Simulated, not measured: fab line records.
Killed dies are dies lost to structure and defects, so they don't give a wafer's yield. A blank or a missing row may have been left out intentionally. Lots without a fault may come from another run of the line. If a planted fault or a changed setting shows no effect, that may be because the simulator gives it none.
Which tool is to blame? || flow sfq line || 14 lots with 41 wafers sampled at 5 steps, on a route of 325 steps

## WHAT THE GAUGES SHOWED, per wafer
SFQ_M1_RS_MEAS_909: measures by four-point-probe.
{"lot": "L790", "measured": "day 17 10:53", "on": "film metro-03", "M1_NB_RS (ohm/sq)": "0.894 0.887 0.895"}
{"lot": "L791", "measured": "day 17 15:41", "on": "film metro-04", "M1_NB_RS (ohm/sq)": "0.901 0.895 0.922"}
{"lot": "L793", "measured": "day 18 19:36", "on": "film metro-04", "M1_NB_RS (ohm/sq)": "0.903 0.898 0.898"}
{"lot": "L794", "measured": "day 19 07:24", "on": "film metro-03", "M1_NB_RS (ohm/sq)": "0.902 0.898 0.908"}
{"lot": "L795", "measured": "day 20 07:59", "on": "film metro-03", "M1_NB_RS (ohm/sq)": "0.893 0.888 0.891"}
{"lot": "L796", "measured": "day 20 16:15", "on": "film metro-04", "M1_NB_RS (ohm/sq)": "0.897 0.899 0.892"}
{"lot": "L797", "measured": "day 21 03:16", "on": "film metro-04", "M1_NB_RS (ohm/sq)": "0.900 0.901 0.895"}
{"lot": "L798", "measured": "day 21 17:28", "on": "film metro-03", "M1_NB_RS (ohm/sq)": "0.890 0.878 0.879"}
{"lot": "L799", "measured": "day 22 09:04", "on": "film metro-03", "M1_NB_RS (ohm/sq)": "0.883 0.897 0.901"}
{"lot": "L800", "measured": "day 22 21:39", "on": "film metro-03", "M1_NB_RS (ohm/sq)": "0.906 0.896 0.892"}
{"lot": "L809", "measured": "day 26 04:59", "on": "film metro-02", "M1_NB_RS (ohm/sq)": "0.940 0.884 0.883 0.942 0.887 0.885"}
{"lot": "L810", "measured": "day 26 22:28", "on": "film metro-04", "M1_NB_RS (ohm/sq)": "0.944 0.884 0.946 0.886"}
{"lot": "L811", "measured": "day 27 03:49", "on": "film metro-04", "M1_NB_RS (ohm/sq)": "0.884 0.899 0.884"}
{"lot": "L813", "measured": "day 28 03:56", "on": "film metro-04", "M1_NB_RS (ohm/sq)": "0.893 0.897 0.907"}

SFQ_M2_RS_MEAS_914: measures by four-point-probe.
{"lot": "L790", "measured": "day 24 10:35", "on": "film metro-01", "M2_NB_RS (ohm/sq)": "0.883 0.876 0.891"}
{"lot": "L791", "measured": "day 24 21:40", "on": "film metro-04", "M2_NB_RS (ohm/sq)": "0.872 0.878 0.880"}
{"lot": "L793", "measured": "day 25 22:15", "on": "film metro-01", "M2_NB_RS (ohm/sq)": "0.883 0.887 0.885"}
{"lot": "L794", "measured": "day 26 06:41", "on": "film metro-03", "M2_NB_RS (ohm/sq)": "0.889 0.880 0.882"}
{"lot": "L795", "measured": "day 27 07:14", "on": "film metro-03", "M2_NB_RS (ohm/sq)": "0.878 0.880 0.882"}
{"lot": "L796", "measured": "day 27 16:11", "on": "film metro-04", "M2_NB_RS (ohm/sq)": "0.908 0.903 0.908"}
{"lot": "L797", "measured": "day 30 06:10", "on": "film metro-01", "M2_NB_RS (ohm/sq)": "0.879 0.893 0.882"}
{"lot": "L798", "measured": "day 30 07:20", "on": "film metro-04", "M2_NB_RS (ohm/sq)": "0.887 0.889 0.887"}
{"lot": "L799", "measured": "day 30 08:32", "on": "film metro-01", "M2_NB_RS (ohm/sq)": "0.887 0.891 0.878"}
{"lot": "L800", "measured": "day 30 09:43", "on": "film metro-04", "M2_NB_RS (ohm/sq)": "0.891 0.898 0.884"}
{"lot": "L809", "measured": "day 33 12:20", "on": "film metro-04", "M2_NB_RS (ohm/sq)": "0.877 0.890 0.878"}
{"lot": "L810", "measured": "day 33 22:56", "on": "film metro-04", "M2_NB_RS (ohm/sq)": "0.898 0.878"}
{"lot": "L811", "measured": "day 34 01:12", "on": "film metro-04", "M2_NB_RS (ohm/sq)": "0.897 0.891 0.894"}
{"lot": "L813", "measured": "day 35 05:55", "on": "film metro-04", "M2_NB_RS (ohm/sq)": "0.879 0.886 0.873"}

## EACH LOT AND THE TOOL THAT RAN IT (in order: tool; ch and the chambers of the sampled wafers; start)
{"lot": "L790", "SFQ_TRILAYER_I0_VIA_STRIP_STRIP_035": "rie metal-01 ch 0,1, day 17 09:59", "SFQ_TRILAYER_M1_DEP_SPUTTER_037": "pvd sputter-03, day 17 10:47", "SFQ_TRILAYER_M1_ETCH_METAL_ETCH_042": "rie metal-02 ch 0,1, day 24 00:59"}
{"lot": "L791", "SFQ_TRILAYER_I0_VIA_STRIP_STRIP_035": "rie metal-01 ch 0, day 17 14:47", "SFQ_TRILAYER_M1_DEP_SPUTTER_037": "pvd sputter-05, day 17 15:36", "SFQ_TRILAYER_M1_ETCH_METAL_ETCH_042": "rie metal-03 ch 0, day 24 09:19"}
{"lot": "L793", "SFQ_TRILAYER_I0_VIA_STRIP_STRIP_035": "rie metal-03 ch 0,1, day 18 18:31", "SFQ_TRILAYER_M1_DEP_SPUTTER_037": "pvd sputter-05, day 18 19:31", "SFQ_TRILAYER_M1_ETCH_METAL_ETCH_042": "rie metal-01 ch 0,1, day 25 13:37"}
{"lot": "L794", "SFQ_TRILAYER_I0_VIA_STRIP_STRIP_035": "rie metal-03 ch 1, day 19 06:31", "SFQ_TRILAYER_M1_DEP_SPUTTER_037": "pvd sputter-05, day 19 07:19", "SFQ_TRILAYER_M1_ETCH_METAL_ETCH_042": "rie metal-01 ch 0,1, day 25 22:01"}
{"lot": "L795", "SFQ_TRILAYER_I0_VIA_STRIP_STRIP_035": "rie metal-01 ch 0,1, day 20 07:14", "SFQ_TRILAYER_M1_DEP_SPUTTER_037": "pvd sputter-03, day 20 07:50", "SFQ_TRILAYER_M1_ETCH_METAL_ETCH_042": "rie metal-02 ch 0,1, day 26 22:03"}
{"lot": "L796", "SFQ_TRILAYER_I0_VIA_STRIP_STRIP_035": "rie metal-03 ch 0,1, day 20 15:22", "SFQ_TRILAYER_M1_DEP_SPUTTER_037": "pvd sputter-04, day 20 16:10", "SFQ_TRILAYER_M1_ETCH_METAL_ETCH_042": "rie metal-01 ch 1, day 27 06:37"}
{"lot": "L797", "SFQ_TRILAYER_I0_VIA_STRIP_STRIP_035": "rie metal-01 ch 0,1, day 21 02:22", "SFQ_TRILAYER_M1_DEP_SPUTTER_037": "pvd sputter-04, day 21 03:08", "SFQ_TRILAYER_M1_ETCH_METAL_ETCH_042": "rie metal-02 ch 0,1, day 27 17:15"}
{"lot": "L798", "SFQ_TRILAYER_I0_VIA_STRIP_STRIP_035": "rie metal-04 ch 0,1, day 21 16:34", "SFQ_TRILAYER_M1_DEP_SPUTTER_037": "pvd sputter-04, day 21 17:22", "SFQ_TRILAYER_M1_ETCH_METAL_ETCH_042": "rie metal-02 ch 0,1, day 28 06:32"}
{"lot": "L799", "SFQ_TRILAYER_I0_VIA_STRIP_STRIP_035": "rie metal-04 ch 0,1, day 22 08:10", "SFQ_TRILAYER_M1_DEP_SPUTTER_037": "pvd sputter-03, day 22 08:58", "SFQ_TRILAYER_M1_ETCH_METAL_ETCH_042": "rie metal-02 ch 0,1, day 29 01:44"}
{"lot": "L800", "SFQ_TRILAYER_I0_VIA_STRIP_STRIP_035": "rie metal-04 ch 1, day 22 20:10", "SFQ_TRILAYER_M1_DEP_SPUTTER_037": "pvd sputter-04, day 22 21:34", "SFQ_TRILAYER_M1_ETCH_METAL_ETCH_042": "rie metal-03 ch 0, day 29 13:47"}
{"lot": "L809", "SFQ_TRILAYER_I0_VIA_STRIP_STRIP_035": "rie metal-01 ch 0,1, day 26 04:06", "SFQ_TRILAYER_M1_DEP_SPUTTER_037": "pvd sputter-03, day 26 04:54", "SFQ_TRILAYER_M1_ETCH_METAL_ETCH_042": "rie metal-01 ch 0,1, day 32 20:31"}
{"lot": "L810", "SFQ_TRILAYER_I0_VIA_STRIP_STRIP_035": "rie metal-03 ch 1, day 26 21:42", "SFQ_TRILAYER_M1_DEP_SPUTTER_037": "pvd sputter-03, day 26 22:21", "SFQ_TRILAYER_M1_ETCH_METAL_ETCH_042": "rie metal-03 ch 0,1, day 33 13:38"}
{"lot": "L811", "SFQ_TRILAYER_I0_VIA_STRIP_STRIP_035": "rie metal-01 ch 0,1, day 27 02:54", "SFQ_TRILAYER_M1_DEP_SPUTTER_037": "pvd sputter-05, day 27 03:42", "SFQ_TRILAYER_M1_ETCH_METAL_ETCH_042": "rie metal-01 ch 0,1, day 33 15:57"}
{"lot": "L813", "SFQ_TRILAYER_I0_VIA_STRIP_STRIP_035": "rie metal-01 ch 0,1, day 28 03:01", "SFQ_TRILAYER_M1_DEP_SPUTTER_037": "pvd sputter-05, day 28 03:50", "SFQ_TRILAYER_M1_ETCH_METAL_ETCH_042": "rie metal-03 ch 0,1, day 34 13:33"}
- SFQ_TRILAYER_I0_VIA_STRIP_STRIP_035: strips in O2.
- SFQ_TRILAYER_M1_DEP_SPUTTER_037: material Nb, target thk 200 nm, time 133.3 s.
- SFQ_TRILAYER_M1_ETCH_METAL_ETCH_042: etches Nb in Cl2/Ar, stops on SiO2, target depth 240 nm, time 120 s.

## WHAT THE TOOLS THEMSELVES READ (means of the sampled wafers that have a number; where no wafer has one, the mark that the record gives instead)
SFQ_TRILAYER_I0_VIA_STRIP_STRIP_035.
{"lot": "L790", "tool": "rie metal-01", "drypump motor current A (A)": 5.38, "oes product au (a.u.)": 1.006}
{"lot": "L791", "tool": "rie metal-01", "drypump motor current A (A)": 5.36, "oes product au (a.u.)": 1.003}
{"lot": "L793", "tool": "rie metal-03", "drypump motor current A (A)": 5.58, "oes product au (a.u.)": 1.000}
{"lot": "L794", "tool": "rie metal-03", "drypump motor current A (A)": 5.78, "oes product au (a.u.)": 1.009}
{"lot": "L795", "tool": "rie metal-01", "drypump motor current A (A)": 5.36, "oes product au (a.u.)": 1.013}
{"lot": "L796", "tool": "rie metal-03", "drypump motor current A (A)": 5.66, "oes product au (a.u.)": 1.004}
{"lot": "L797", "tool": "rie metal-01", "drypump motor current A (A)": 5.35, "oes product au (a.u.)": 1.010}
{"lot": "L798", "tool": "rie metal-04", "drypump motor current A (A)": 5.20, "oes product au (a.u.)": 1.010}
{"lot": "L799", "tool": "rie metal-04", "drypump motor current A (A)": 5.26, "oes product au (a.u.)": 0.993}
{"lot": "L800", "tool": "rie metal-04", "drypump motor current A (A)": 5.17, "oes product au (a.u.)": 1.017}
{"lot": "L809", "tool": "rie metal-01", "drypump motor current A (A)": 5.37, "oes product au (a.u.)": 1.005}
{"lot": "L810", "tool": "rie metal-03", "drypump motor current A (A)": 5.76, "oes product au (a.u.)": 1.019}
{"lot": "L811", "tool": "rie metal-01", "drypump motor current A (A)": 5.39, "oes product au (a.u.)": 1.003}
{"lot": "L813", "tool": "rie metal-01", "drypump motor current A (A)": 5.38, "oes product au (a.u.)": 1.009}

SFQ_TRILAYER_M1_DEP_SPUTTER_037.
{"lot": "L790", "tool": "pvd sputter-03", "chamber pressure pa (Pa)": 0.13333, "throttle valve pct (%)": 30.0}
{"lot": "L791", "tool": "pvd sputter-05", "chamber pressure pa (Pa)": 0.13310, "throttle valve pct (%)": 30.1}
{"lot": "L793", "tool": "pvd sputter-05", "chamber pressure pa (Pa)": 0.13356, "throttle valve pct (%)": 29.1}
{"lot": "L794", "tool": "pvd sputter-05", "chamber pressure pa (Pa)": 0.13354, "throttle valve pct (%)": 30.1}
{"lot": "L795", "tool": "pvd sputter-03", "chamber pressure pa (Pa)": 0.13340, "throttle valve pct (%)": 30.7}
{"lot": "L796", "tool": "pvd sputter-04", "chamber pressure pa (Pa)": 0.13336, "throttle valve pct (%)": 30.1}
{"lot": "L797", "tool": "pvd sputter-04", "chamber pressure pa (Pa)": 0.13346, "throttle valve pct (%)": 29.4}
{"lot": "L798", "tool": "pvd sputter-04", "chamber pressure pa (Pa)": 0.13317, "throttle valve pct (%)": 30.1}
{"lot": "L799", "tool": "pvd sputter-03", "chamber pressure pa (Pa)": 0.13332, "throttle valve pct (%)": 30.8}
{"lot": "L800", "tool": "pvd sputter-04", "chamber pressure pa (Pa)": 0.13327, "throttle valve pct (%)": 29.7}
{"lot": "L809", "tool": "pvd sputter-03", "chamber pressure pa (Pa)": 0.13332, "throttle valve pct (%)": 30.8}
{"lot": "L810", "tool": "pvd sputter-03", "chamber pressure pa (Pa)": 0.13312, "throttle valve pct (%)": 31.1}
{"lot": "L811", "tool": "pvd sputter-05", "chamber pressure pa (Pa)": 0.13329, "throttle valve pct (%)": 30.2}
{"lot": "L813", "tool": "pvd sputter-05", "chamber pressure pa (Pa)": 0.13326, "throttle valve pct (%)": 30.1}

SFQ_TRILAYER_M1_ETCH_METAL_ETCH_042.
{"lot": "L790", "tool": "rie metal-02", "drypump motor current A (A)": 5.7, "oes product au (a.u.)": 0.891}
{"lot": "L791", "tool": "rie metal-03", "drypump motor current A (A)": 5.5, "oes product au (a.u.)": 0.888}
{"lot": "L793", "tool": "rie metal-01", "drypump motor current A (A)": 5.4, "oes product au (a.u.)": 0.888}
{"lot": "L794", "tool": "rie metal-01", "drypump motor current A (A)": 5.4, "oes product au (a.u.)": 0.888}
{"lot": "L795", "tool": "rie metal-02", "drypump motor current A (A)": 6.1, "oes product au (a.u.)": 0.896}
{"lot": "L796", "tool": "rie metal-01", "drypump motor current A (A)": 5.4, "oes product au (a.u.)": 0.892}
{"lot": "L797", "tool": "rie metal-02", "drypump motor current A (A)": 5.7, "oes product au (a.u.)": 0.896}
{"lot": "L798", "tool": "rie metal-02", "drypump motor current A (A)": 5.7, "oes product au (a.u.)": 0.896}
{"lot": "L799", "tool": "rie metal-02", "drypump motor current A (A)": 5.7, "oes product au (a.u.)": 0.889}
{"lot": "L800", "tool": "rie metal-03", "drypump motor current A (A)": 5.5, "oes product au (a.u.)": 0.889}
{"lot": "L809", "tool": "rie metal-01", "drypump motor current A (A)": 5.4, "oes product au (a.u.)": 0.887}
{"lot": "L810", "tool": "rie metal-03", "drypump motor current A (A)": 5.7, "oes product au (a.u.)": 0.879}
{"lot": "L811", "tool": "rie metal-01", "drypump motor current A (A)": 5.4, "oes product au (a.u.)": 0.898}
{"lot": "L813", "tool": "rie metal-03", "drypump motor current A (A)": 5.7, "oes product au (a.u.)": 0.887}

## THE ANSWER, worked out from the rows above alone
Rule: what is usual is taken from the lots themselves. Put in order of their means at a reading, lots are off if they are a third of the lots or fewer, leave a main group of 4 or more, and stand apart from it by a gap of 3 or more times the standard deviation of the main group's means; of several such gaps the widest counts. A main group is skipped when, at the precision printed for the reading in the tables above, its means are all equal. Also off: a lot with no number at a reading for which 4 or more lots have one. Where the step has rows for the other lots, those lots are counted as sound. First the gauges in route order, then the tools' own readings, where a lot's mean is used as printed above. The first step at which some lot is off is used, and at that step the reading that is off furthest; a lot without a number counts as furthest.
No lot is off at any reading shown: from this, nothing can be told.

## WHAT WAS PUT IN BY THE SIMULATOR
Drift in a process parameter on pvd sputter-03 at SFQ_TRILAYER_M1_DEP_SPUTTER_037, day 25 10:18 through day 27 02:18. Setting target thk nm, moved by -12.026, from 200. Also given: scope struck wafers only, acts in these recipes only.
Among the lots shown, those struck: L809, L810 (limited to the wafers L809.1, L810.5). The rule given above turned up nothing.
